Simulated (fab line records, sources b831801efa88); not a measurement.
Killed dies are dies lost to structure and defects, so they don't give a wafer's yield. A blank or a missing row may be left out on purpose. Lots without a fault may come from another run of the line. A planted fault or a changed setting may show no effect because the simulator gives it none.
Chamber matching | flow gf180mcu | GF_STI_ETCH_14 on rie_si-02: 4 sister chambers
The step etches Si in HBr/Cl2/O2, target depth 360 nm, time 102.9 s. 4 wafers are shown with their chamber, then 7 later ones without.

WAFERS WITH THEIR CHAMBER
wafer  | chamber | drypump_motor_current_A (A)
L327.2 | 3       | 5.1
L330.2 | 2       | 4.8
L330.4 | 1       | 5.3
L331.1 | 0       | 6.1

WAFERS WITHOUT THEIR CHAMBER
wafer  | drypump_motor_current_A (A)
L331.4 | 5.1
L331.6 | 4.8
L339.4 | 6.1
L341.2 | 4.8
L341.4 | 5.4
L342.2 | 6.1
L342.6 | 4.8

WHICH CHAMBER EACH WENT THROUGH
wafer  | from the rows above | in truth
L331.4 | 3                   | 3
L331.6 | 2                   | 2
L339.4 | 0                   | 0
L341.2 | 2                   | 2
L341.4 | 1                   | 1
L342.2 | 0                   | 0
L342.6 | 2                   | 2
Placed correctly: 7 of 7. Can't be placed from these rows: 0. Placed wrongly: 0.
How it was worked out, from the rows above alone: a wafer's distance from a chamber is the root of the sum, over the readings, of the square of ((its reading less the chamber's mean) divided by the reading's scatter). The wafer belongs to the nearest chamber; if the next one is less than 2 further off, it can't be placed. A chamber's mean is the mean of its shown wafers. The scatter: with one shown wafer a chamber, the root of the mean of the squares of how far each hidden wafer lies from its nearest shown one.
